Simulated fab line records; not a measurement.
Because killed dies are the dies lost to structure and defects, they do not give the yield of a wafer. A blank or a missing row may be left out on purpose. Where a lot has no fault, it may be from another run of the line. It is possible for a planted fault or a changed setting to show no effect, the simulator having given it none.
fab line records	flow sky130
record: lots: 24	wafers: 72	last_day: 50
route steps=708 shown VIA2@520 METAL3@535 VIA3@593 CAP2M@615 PAD_OPEN@701
lots that met no fault: taken from a fault-free run of the same line
start_h: the number of hours between the record's first day and the start of the first shown wafer of the lot	wait_h: hours elapsed since this lot's preceding step	" the same as in the row above	L1.1+2: one row covering several wafers at once	- no value, or no start given	* or withheld: withheld	< > ~ a bound
route shown NAME@n: NAME is a module with steps in the file, n the number in the route of the first one	usual: the fault-free wafers' mean and standard deviation	same: alike in all rows	chamber/n: place in a boat	sites: each site's reading	_std_site: standard deviation of those values	_edge_site: mean of outer sites minus mean of inner sites	radius_mm: for every site, how far away it sits from the centre of the wafer	mask NAME#n: copy n	behind: the most recent tool/chamber to have shaped the wafer	hold: why the lot was held/for how many hours/how that ended	device: the n, p or np transistor that did not switch	end of line: tests of these same wafers at the route's end	a step given without rows: its recipe and nothing more	killed: not the wafer's yield, but the dies lost to structure and defects at the first sort	map: per-die view of a wafer (x killed, . not killed, _ where there is no die)
set.NAME: the setting the step ran with; set.NAME@STEP: the setting that earlier step ran with	model.NAME: the simulator's own value behind a step, which no gauge read
steps of the route over a sample of lots; a table a step, a row a wafer
services: the hour from which a tool's chamber was out of use, counted from the record's first day as start_h (under 0 if before that day), plus the number of hours and why
== steps ==
step: SKY_VIA2_OVL_MEAS_13
usual: VIA2_OVL: 1/5
lot.wafer	tool	chamber	start_h	wait_h	VIA2_OVL[nm]
L074.1	overlay-02	-	846.70	0.1	2
L074.3	"	-	"	"	2
L074.5	"	-	"	"	7
L075.2	overlay-01	-	848.76	0.1	7
L075.3	"	-	"	"	4
L075.5	"	-	"	"	3
L076.2	overlay-02	-	862.30	0.1	0
L076.5	"	-	"	"	1
L076.6	"	-	"	"	-2
L077.1	overlay-02	-	863.45	0.1	3
L077.4	"	-	"	"	-6
L077.6	"	-	"	"	-1
L078.1	overlay-02	-	875.20	0.1	1
L078.4	"	-	"	"	11
L078.6	"	-	"	"	-3
L079.2	overlay-01	-	884.91	0.1	-4
L079.4	"	-	"	"	-5
L079.5	"	-	"	"	-9
L080.2	overlay-02	-	892.96	0.1	2
L080.3	"	-	"	"	-5
L080.5	"	-	"	"	1
L081.1	overlay-01	-	894.70	0.1	0
L081.3	"	-	"	"	5
L081.6	"	-	"	"	8
L083.2	overlay-02	-	928.00	0.1	-4
L083.3	"	-	"	"	-1
L083.5	"	-	"	"	2
L082.1	overlay-01	-	928.94	0.1	-8
L082.2	"	-	"	"	-1
L082.5	"	-	"	"	-1
L085.2	overlay-01	-	930.65	0.1	12
L085.3	"	-	"	"	-3
L085.6	"	-	"	"	5
L084.1	overlay-01	-	931.00	0.1	1
L084.2	"	-	"	"	5
L084.5	"	-	"	"	-2
L086.2	overlay-01	-	934.86	0.1	1
L086.3	"	-	"	"	5
L086.5	"	-	"	"	9
L087.1	overlay-01	-	940.70	0.1	3
L087.2	"	-	"	"	13
L087.3	"	-	"	"	2
L088.1	overlay-01	-	951.70	0.1	5
L088.2	"	-	"	"	1
L088.6	"	-	"	"	9
L089.1	overlay-02	-	961.85	0.1	4
L089.2	"	-	"	"	3
L089.4	"	-	"	"	8
L090.3	overlay-01	-	961.97	0.1	-7
L090.5	"	-	"	"	-1
L090.6	"	-	"	"	-6
L092.2	overlay-01	-	971.84	0.1	-2
L092.3	"	-	"	"	1
L092.6	"	-	"	"	-8
L091.3	overlay-02	-	972.56	0.1	-2
L091.4	"	-	"	"	-2
L091.6	"	-	"	"	1
L093.1	overlay-02	-	978.50	0.1	1
L093.2	"	-	"	"	-10
L093.5	"	-	"	"	-2
L094.2	overlay-02	-	983.19	0.1	3
L094.3	"	-	"	"	-2
L094.4	"	-	"	"	-1
L095.1	overlay-02	-	989.65	0.1	2
L095.3	"	-	"	"	1
L095.5	"	-	"	"	4
L096.1	overlay-01	-	999.84	0.1	2
L096.3	"	-	"	"	3
L096.4	"	-	"	"	4
L097.2	overlay-02	-	1002.29	0.1	-2
L097.4	"	-	"	"	-2
L097.5	"	-	"	"	-4
step: SKY_VIA2_RS_MEAS_22
recipe: thk_meas_gauge: four-point-probe	reads: W_of_VIA2_CVD_21+TiN_of_VIA2_SPUTTER_20
usual: VIA2_W_RS: 0.270/0.0031
lot.wafer	tool	chamber	start_h	wait_h	VIA2_W_RS[ohm/sq]
L074.1	film_metro-02	-	847.67	0.1	0.273
L074.3	"	-	"	"	0.268
L074.5	"	-	"	"	0.269
L075.2	film_metro-01	-	849.72	0.1	0.271
L075.3	"	-	"	"	0.271
L075.5	"	-	"	"	0.274
L076.2	film_metro-04	-	863.25	0.1	0.268
L076.5	"	-	"	"	0.269
L076.6	"	-	"	"	0.267
L077.1	film_metro-04	-	864.38	0.1	0.270
L077.4	"	-	"	"	0.267
L077.6	"	-	"	"	0.267
L078.1	film_metro-01	-	876.12	0.1	0.275
L078.4	"	-	"	"	0.276
L078.6	"	-	"	"	0.270
L079.2	film_metro-01	-	885.84	0.1	0.268
L079.4	"	-	"	"	0.269
L079.5	"	-	"	"	0.265
L080.2	film_metro-02	-	893.90	0.1	0.272
L080.3	"	-	"	"	0.267
L080.5	"	-	"	"	0.270
L081.1	film_metro-02	-	895.69	0.1	0.270
L081.3	"	-	"	"	0.268
L081.6	"	-	"	"	0.270
L083.2	film_metro-01	-	928.94	0.1	0.270
L083.3	"	-	"	"	0.268
L083.5	"	-	"	"	0.270
L082.1	film_metro-02	-	929.86	0.1	0.269
L082.2	"	-	"	"	0.271
L082.5	"	-	"	"	0.273
L085.2	film_metro-01	-	931.59	0.1	0.268
L085.3	"	-	"	"	0.267
L085.6	"	-	"	"	0.269
L084.1	film_metro-02	-	931.92	0.1	0.266
L084.2	"	-	"	"	0.268
L084.5	"	-	"	"	0.269
L086.2	film_metro-04	-	935.79	0.1	0.275
L086.3	"	-	"	"	0.281
L086.5	"	-	"	"	0.277
L087.1	film_metro-02	-	941.62	0.1	0.272
L087.2	"	-	"	"	0.268
L087.3	"	-	"	"	0.266
L088.1	film_metro-02	-	952.62	0.1	0.270
L088.2	"	-	"	"	0.268
L088.6	"	-	"	"	0.266
L089.1	film_metro-01	-	962.77	0.1	0.271
L089.2	"	-	"	"	0.267
L089.4	"	-	"	"	0.268
L090.3	film_metro-04	-	962.92	0.1	0.270
L090.5	"	-	"	"	0.269
L090.6	"	-	"	"	0.268
L092.2	film_metro-01	-	972.81	0.1	0.268
L092.3	"	-	"	"	0.268
L092.6	"	-	"	"	0.270
L091.3	film_metro-04	-	973.52	0.1	0.269
L091.4	"	-	"	"	0.267
L091.6	"	-	"	"	0.270
L093.1	film_metro-01	-	979.47	0.1	0.267
L093.2	"	-	"	"	0.267
L093.5	"	-	"	"	0.266
L094.2	film_metro-02	-	984.16	0.1	0.267
L094.3	"	-	"	"	0.268
L094.4	"	-	"	"	0.268
L095.1	film_metro-02	-	990.62	0.1	0.275
L095.3	"	-	"	"	0.274
L095.5	"	-	"	"	0.275
L096.1	film_metro-02	-	1000.77	0.1	0.272
L096.3	"	-	"	"	0.270
L096.4	"	-	"	"	0.268
L097.2	film_metro-04	-	1003.24	0.1	0.274
L097.4	"	-	"	"	0.274
L097.5	"	-	"	"	0.273
step: SKY_METAL3_SPUTTER_03
recipe: material: Ti	target_thk_nm: 5	power_w: 3000	time_s: 3.3	chamber_pressure_pa: 0.4
usual: throttle_valve_pct: 30.3/0.97
lot.wafer	tool	chamber	start_h	wait_h	throttle_valve_pct
L074.1	pvd_sputter-03	-	848.24	0.0	30.2
L074.3	"	-	"	"	29.7
L074.5	"	-	"	"	30.3
L075.2	pvd_sputter-04	-	850.27	0.0	30.6
L075.3	"	-	"	"	31.3
L075.5	"	-	"	"	30.6
L076.2	pvd_sputter-03	-	863.81	0.0	29.7
L076.5	"	-	"	"	29.7
L076.6	"	-	"	"	29.9
L077.1	pvd_sputter-03	-	864.96	0.0	29.5
L077.4	"	-	"	"	29.7
L077.6	"	-	"	"	29.8
L078.1	pvd_sputter-04	-	876.69	0.0	30.3
L078.4	"	-	"	"	29.7
L078.6	"	-	"	"	30.7
L079.2	pvd_sputter-01	-	886.39	0.0	30.7
L079.4	"	-	"	"	31.0
L079.5	"	-	"	"	31.3
L080.2	pvd_sputter-01	-	894.45	0.0	31.2
L080.3	"	-	"	"	30.7
L080.5	"	-	"	"	29.7
L081.1	pvd_sputter-04	-	896.26	0.0	27.6
L081.3	"	-	"	"	31.1
L081.6	"	-	"	"	30.6
L083.2	pvd_sputter-01	-	929.49	0.0	31.0
L083.3	"	-	"	"	31.0
L083.5	"	-	"	"	30.3
L082.1	pvd_sputter-04	-	930.43	0.0	30.8
L082.2	"	-	"	"	29.6
L082.5	"	-	"	"	30.7
L085.2	pvd_sputter-01	-	932.14	0.0	30.1
L085.3	"	-	"	"	31.4
L085.6	"	-	"	"	31.4
L084.1	pvd_sputter-04	-	932.49	0.0	30.7
L084.2	"	-	"	"	27.5
L084.5	"	-	"	"	30.7
L086.2	pvd_sputter-03	-	936.34	0.0	30.4
L086.3	"	-	"	"	29.7
L086.5	"	-	"	"	30.7
L087.1	pvd_sputter-03	-	942.19	0.0	30.0
L087.2	"	-	"	"	30.4
L087.3	"	-	"	"	30.8
L088.1	pvd_sputter-01	-	953.19	0.0	31.2
L088.2	"	-	"	"	30.8
L088.6	"	-	"	"	30.6
L089.1	pvd_sputter-01	-	963.34	0.0	31.5
L089.2	"	-	"	"	31.3
L089.4	"	-	"	"	30.7
L090.3	pvd_sputter-04	-	963.52	0.0	27.4
L090.5	"	-	"	"	30.7
L090.6	"	-	"	"	29.4
L092.2	pvd_sputter-01	-	973.36	0.0	31.0
L092.3	"	-	"	"	31.5
L092.6	"	-	"	"	31.1
L091.3	pvd_sputter-01	-	974.05	0.0	30.7
L091.4	"	-	"	"	31.3
L091.6	"	-	"	"	30.6
L093.1	pvd_sputter-01	-	980.03	0.0	31.3
L093.2	"	-	"	"	31.3
L093.5	"	-	"	"	31.2
L094.2	pvd_sputter-04	-	984.70	0.0	29.6
L094.3	"	-	"	"	27.5
L094.4	"	-	"	"	30.8
L095.1	pvd_sputter-01	-	991.18	0.0	29.8
L095.3	"	-	"	"	31.2
L095.5	"	-	"	"	30.2
L096.1	pvd_sputter-01	-	1001.34	0.0	31.5
L096.3	"	-	"	"	31.3
L096.4	"	-	"	"	31.2
L097.2	pvd_sputter-04	-	1003.78	0.0	31.3
L097.4	"	-	"	"	27.3
L097.5	"	-	"	"	30.7
step: SKY_VIA3_SPUTTER_20
recipe: material: TiN	target_thk_nm: 20	chamber_pressure_pa: 5	power_w: 4000	time_s: 80
usual: throttle_valve_pct: 30.2/0.68
lot.wafer	tool	chamber	start_h	wait_h	throttle_valve_pct
L074.1	pvd_sputter-01	-	928.08	0.0	31.4
L074.3	"	-	"	"	31.2
L074.5	"	-	"	"	31.7
L075.2	pvd_sputter-02	-	929.32	0.0	30.1
L075.3	"	-	"	"	29.1
L075.5	"	-	"	"	29.7
L076.2	pvd_sputter-01	-	941.38	0.0	31.1
L076.5	"	-	"	"	31.1
L076.6	"	-	"	"	30.0
L077.1	pvd_sputter-03	-	943.95	0.0	29.9
L077.4	"	-	"	"	29.4
L077.6	"	-	"	"	30.1
L078.1	pvd_sputter-03	-	954.83	0.0	29.4
L078.4	"	-	"	"	30.6
L078.6	"	-	"	"	30.0
L079.2	pvd_sputter-03	-	962.92	0.0	30.6
L079.4	"	-	"	"	29.5
L079.5	"	-	"	"	30.7
L080.2	pvd_sputter-03	-	971.62	0.0	30.9
L080.3	"	-	"	"	29.3
L080.5	"	-	"	"	30.1
L081.1	pvd_sputter-03	-	972.92	0.0	30.1
L081.3	"	-	"	"	29.7
L081.6	"	-	"	"	29.9
L083.2	pvd_sputter-01	-	1004.32	0.0	30.7
L083.3	"	-	"	"	31.4
L083.5	"	-	"	"	31.3
L082.1	pvd_sputter-03	-	1006.43	0.0	30.6
L082.2	"	-	"	"	29.3
L082.5	"	-	"	"	29.8
L084.1	pvd_sputter-02	-	1007.02	0.0	29.9
L084.2	"	-	"	"	29.2
L084.5	"	-	"	"	29.5
L085.2	pvd_sputter-02	-	1007.37	0.0	29.6
L085.3	"	-	"	"	30.1
L085.6	"	-	"	"	29.9
L086.2	pvd_sputter-01	-	1011.13	0.0	30.9
L086.3	"	-	"	"	30.2
L086.5	"	-	"	"	31.3
L087.1	pvd_sputter-03	-	1017.03	0.0	29.8
L087.2	"	-	"	"	30.8
L087.3	"	-	"	"	30.1
L088.1	pvd_sputter-01	-	1026.68	0.0	30.1
L088.2	"	-	"	"	31.2
L088.6	"	-	"	"	31.0
L089.1	pvd_sputter-02	-	1036.77	0.0	29.8
L089.2	"	-	"	"	29.8
L089.4	"	-	"	"	29.9
L090.3	pvd_sputter-02	-	1037.23	0.0	29.8
L090.5	"	-	"	"	29.3
L090.6	"	-	"	"	29.9
L092.2	pvd_sputter-01	-	1043.83	0.0	31.1
L092.3	"	-	"	"	30.8
L092.6	"	-	"	"	31.4
L091.3	pvd_sputter-01	-	1045.43	0.0	31.2
L091.4	"	-	"	"	31.1
L091.6	"	-	"	"	31.6
L093.1	pvd_sputter-03	-	1051.32	0.0	30.6
L093.2	"	-	"	"	29.7
L093.5	"	-	"	"	29.3
L094.2	pvd_sputter-03	-	1056.79	0.0	30.1
L094.3	"	-	"	"	30.5
L094.4	"	-	"	"	30.7
L095.1	pvd_sputter-03	-	1063.47	0.0	30.6
L095.3	"	-	"	"	29.4
L095.5	"	-	"	"	30.2
L096.1	pvd_sputter-03	-	1072.15	0.0	29.5
L096.3	"	-	"	"	30.6
L096.4	"	-	"	"	29.9
L097.2	pvd_sputter-02	-	1073.18	0.0	29.4
L097.4	"	-	"	"	29.5
L097.5	"	-	"	"	29.9
step: SKY_CAP2M_OVL_MEAS_12
usual: CAP2M_OVL: 1.1/1.4
lot.wafer	tool	chamber	start_h	wait_h	CAP2M_OVL[nm]
L074.1	overlay-02	-	952.83	0.1	-0.4
L074.3	"	-	"	"	-0.7
L074.5	"	-	"	"	0.3
L075.2	overlay-02	-	954.69	0.1	3.3
L075.3	"	-	"	"	3.6
L075.5	"	-	"	"	2.8
L076.2	overlay-02	-	966.33	0.1	0.5
L076.5	"	-	"	"	-1.3
L076.6	"	-	"	"	-0.2
L077.1	overlay-02	-	968.63	0.1	0.3
L077.4	"	-	"	"	0.8
L077.6	"	-	"	"	-0.5
L078.1	overlay-02	-	979.88	0.1	2.1
L078.4	"	-	"	"	1.2
L078.6	"	-	"	"	0.3
L079.2	overlay-01	-	987.78	0.1	-0.3
L079.4	"	-	"	"	1.8
L079.5	"	-	"	"	1.4
L080.2	overlay-01	-	995.49	0.1	1.5
L080.3	"	-	"	"	2.8
L080.5	"	-	"	"	0.8
L081.1	overlay-02	-	996.68	0.1	3.4
L081.3	"	-	"	"	3.2
L081.6	"	-	"	"	2.1
L083.2	overlay-01	-	1027.92	0.1	1.7
L083.3	"	-	"	"	0.0
L083.5	"	-	"	"	2.1
L082.1	overlay-02	-	1030.18	0.1	2.5
L082.2	"	-	"	"	4.0
L082.5	"	-	"	"	2.1
L084.1	overlay-02	-	1030.97	0.1	-1.2
L084.2	"	-	"	"	0.7
L084.5	"	-	"	"	-1.1
L085.2	overlay-01	-	1031.27	0.1	1.5
L085.3	"	-	"	"	1.3
L085.6	"	-	"	"	-0.3
L086.2	overlay-02	-	1034.89	0.1	3.4
L086.3	"	-	"	"	2.0
L086.5	"	-	"	"	1.5
L087.1	overlay-01	-	1040.82	0.1	1.5
L087.2	"	-	"	"	3.3
L087.3	"	-	"	"	0.3
L088.1	overlay-01	-	1049.73	0.1	1.5
L088.2	"	-	"	"	0.9
L088.6	"	-	"	"	1.0
L089.1	overlay-02	-	1059.53	0.1	2.8
L089.2	"	-	"	"	0.2
L089.4	"	-	"	"	2.0
L090.3	overlay-01	-	1060.64	0.1	1.2
L090.5	"	-	"	"	1.2
L090.6	"	-	"	"	0.5
L092.2	overlay-02	-	1066.23	0.1	1.1
L092.3	"	-	"	"	-2.1
L092.6	"	-	"	"	0.1
L091.3	overlay-02	-	1067.69	0.1	3.5
L091.4	"	-	"	"	1.4
L091.6	"	-	"	"	2.4
L093.1	overlay-02	-	1074.03	0.1	2.5
L093.2	"	-	"	"	1.5
L093.5	"	-	"	"	0.4
L094.2	overlay-02	-	1079.64	0.1	1.2
L094.3	"	-	"	"	1.0
L094.4	"	-	"	"	2.9
L095.1	overlay-01	-	1085.73	0.1	-1.7
L095.3	"	-	"	"	-0.6
L095.5	"	-	"	"	0.0
L096.1	overlay-01	-	1094.07	0.1	1.1
L096.3	"	-	"	"	1.2
L096.4	"	-	"	"	1.4
L097.2	overlay-02	-	1095.17	0.1	1.5
L097.4	"	-	"	"	0.9
L097.5	"	-	"	"	0.5
step: SKY_PAD_OPEN_ETCH_07
recipe: chemistry: CF4/O2	target_depth_nm: 725	stop_on: AlCu	source_w: 800	bias_w: 150	pressure_mtorr: 150	cf4_flow_sccm: 80	O2_flow_sccm: 10	time_s: 161.1
usual: drypump_motor_current_A: 5.8/0.38	oes_product_au: 0.977/0.0076	rf_fwd_power_W: 796.7/2.6	throttle_valve_pct: 5.965/0.0093
lot.wafer	tool	chamber	start_h	wait_h	drypump_motor_current_A	oes_product_au	rf_fwd_power_W	rf_hours_counter_h	throttle_valve_pct
L074.1	rie_diel-02	2	1070.28	-	5.8	0.986	792.6	14	5.979
L074.3	"	1	"	"	5.7	0.980	798.2	0	5.960
L074.5	"	2	"	"	5.8	0.981	794.5	-	5.958
L075.2	rie_diel-02	1	1073.73	-	5.7	0.970	794.5	0	5.961
L075.3	"	3	"	"	6.0	0.970	798.0	11	5.970
L075.5	"	2	"	"	5.8	0.975	795.8	-	5.977
L076.2	rie_diel-04	3	1083.48	-	5.0	0.985	793.3	25	5.954
L076.5	"	2	"	"	6.0	0.981	799.1	-	5.970
L076.6	"	3	"	"	5.0	0.984	797.3	-	5.971
L077.1	rie_diel-03	1	1085.43	-	6.3	0.976	795.1	9	5.973
L077.4	"	3	"	"	6.0	0.984	795.0	10	5.963
L077.6	"	2	"	"	6.3	0.979	795.5	-	5.961
L078.1	rie_diel-03	1	1095.38	-	6.3	0.974	803.0	9	5.959
L078.4	"	0	"	"	6.2	0.969	797.8	7	5.953
L078.6	"	1	"	"	6.3	0.980	797.3	-	5.981
L079.2	rie_diel-02	3	1102.38	-	6.0	0.967	797.0	12	5.968
L079.4	"	0	"	"	5.5	0.987	795.9	22	5.967
L079.5	"	0	"	"	5.5	0.982	796.7	-	5.961
L080.2	rie_diel-04	0	1107.48	-	5.3	0.974	792.5	6	5.982
L080.3	"	3	"	"	5.0	0.993	791.5	26	5.979
L080.5	"	3	"	"	5.0	0.988	794.8	-	5.971
L081.1	rie_diel-03	3	1108.18	-	6.0	0.985	798.3	11	5.966
L081.3	"	1	"	"	6.3	0.983	795.7	10	5.961
L081.6	"	2	"	"	6.2	0.975	798.3	-	5.976
L083.2	rie_diel-02	1	1136.73	-	5.7	0.967	793.4	3	5.968
L083.3	"	2	"	"	5.8	0.971	797.1	16	5.968
L083.5	"	2	"	"	5.8	0.978	794.1	-	5.958
L082.1	rie_diel-02	1	1138.03	-	5.7	0.962	801.1	3	5.957
L082.2	"	2	"	"	5.8	0.964	791.0	16	5.942
L082.5	"	3	"	"	6.0	0.962	799.6	-	5.957
L084.1	rie_diel-03	2	1138.38	-	6.2	0.977	794.0	22	5.972
L084.2	"	3	"	"	6.0	0.985	794.0	12	5.977
L084.5	"	1	"	"	6.3	0.975	796.3	-	5.958
L085.2	rie_diel-04	3	1139.33	-	5.0	0.970	795.1	27	5.949
L085.3	"	2	"	"	6.0	0.968	795.5	14	5.968
L085.6	"	2	"	"	6.0	0.992	793.3	-	5.967
L086.2	rie_diel-02	3	1142.43	-	6.0	0.966	798.7	14	5.962
L086.3	"	1	"	"	5.7	0.975	795.1	3	5.974
L086.5	"	1	"	"	5.7	0.969	798.4	-	5.956
L087.1	rie_diel-04	2	1147.98	-	6.0	0.982	799.4	15	5.970
L087.2	"	0	"	"	5.3	0.983	800.3	7	5.964
L087.3	"	1	"	"	5.6	0.972	795.6	28	5.997
L088.1	rie_diel-02	0	1153.48	-	5.5	0.977	795.9	24	5.953
L088.2	"	2	"	"	5.8	0.974	795.9	16	5.972
L088.6	"	3	"	"	6.0	0.960	800.7	-	5.952
L089.1	rie_diel-03	2	1163.33	-	6.2	0.974	790.3	23	5.976
L089.2	"	3	"	"	6.0	0.966	797.7	13	5.950
L089.4	"	0	"	"	6.2	0.966	802.1	10	5.960
L090.3	rie_diel-04	0	1164.63	-	5.3	0.982	802.3	8	5.956
L090.5	"	1	"	"	5.6	0.980	797.0	-	5.966
L090.6	"	0	"	"	5.3	0.978	801.6	-	5.973
L092.2	rie_diel-03	3	1166.38	-	5.9	0.979	799.4	13	5.953
L092.3	"	2	"	"	6.2	0.988	791.5	23	5.965
L092.6	"	1	"	"	6.3	0.991	797.8	-	5.963
L091.3	rie_diel-02	1	1167.88	-	5.7	0.980	796.1	4	5.966
L091.4	"	2	"	"	5.8	0.984	798.6	-	5.960
L091.6	"	0	"	"	5.5	0.987	793.3	-	5.965
L093.1	rie_diel-03	3	1174.68	-	6.0	0.977	795.6	14	5.977
L093.2	"	0	"	"	6.3	0.978	794.7	10	5.975
L093.5	"	3	"	"	5.9	0.987	795.5	-	5.973
L094.2	rie_diel-02	1	1178.08	-	5.7	0.977	797.5	4	5.953
L094.3	"	2	"	"	5.8	0.983	794.7	18	5.969
L094.4	"	2	"	"	5.8	0.985	798.8	-	5.963
L095.1	rie_diel-03	3	1183.13	-	5.9	0.970	799.4	14	5.979
L095.3	"	0	"	"	6.2	0.973	798.0	10	5.959
L095.5	"	3	"	"	5.9	0.995	797.5	-	5.953
L096.1	rie_diel-03	1	1187.98	-	6.3	0.987	800.0	13	5.963
L096.3	"	3	"	"	6.0	0.961	797.6	14	5.968
L096.4	"	0	"	"	6.2	0.983	796.8	11	5.960
L097.2	rie_diel-04	2	1189.03	-	6.0	0.985	794.4	16	5.970
L097.4	"	3	"	"	5.0	0.988	794.7	30	5.960
L097.5	"	2	"	"	6.0	0.983	794.0	-	5.959
== services ==
tool	chamber	start_h	hours	kind
pvd_sputter-03	-	825.22	1.5	repair
rie_diel-04	1	847.79	16.5	repair
rie_diel-02	3	848.95	6.5	repair
pvd_sputter-02	-	853.85	2.6	repair
pvd_sputter-02	-	855.79	0.5	repair
pvd_sputter-03	-	873.51	0.6	repair
pvd_sputter-04	-	886.36	7.0	repair
rie_diel-04	1	886.79	6.4	repair
pvd_sputter-01	-	889.57	2.6	repair
pvd_sputter-04	-	916.22	3.0	repair
rie_diel-02	-	981.53	0.2	repair
rie_diel-02	3	1016.96	3.1	repair
pvd_sputter-03	-	1021.75	1.5	repair
pvd_sputter-03	-	1028.50	13.4	repair
rie_diel-03	-	1038.15	0.3	repair
rie_diel-02	3	1061.75	8.7	repair
rie_diel-02	2	1084.69	7.3	repair
pvd_sputter-03	-	1092.90	6.0	repair
rie_diel-02	-	1116.20	0.1	repair
rie_diel-03	2	1130.96	3.6	repair
rie_diel-03	-	1142.33	2.8	pm
pvd_sputter-03	-	1142.76	3.8	repair
rie_diel-02	3	1165.18	13.7	repair
rie_diel-02	1	1170.17	2.7	repair
== key ==
fault none
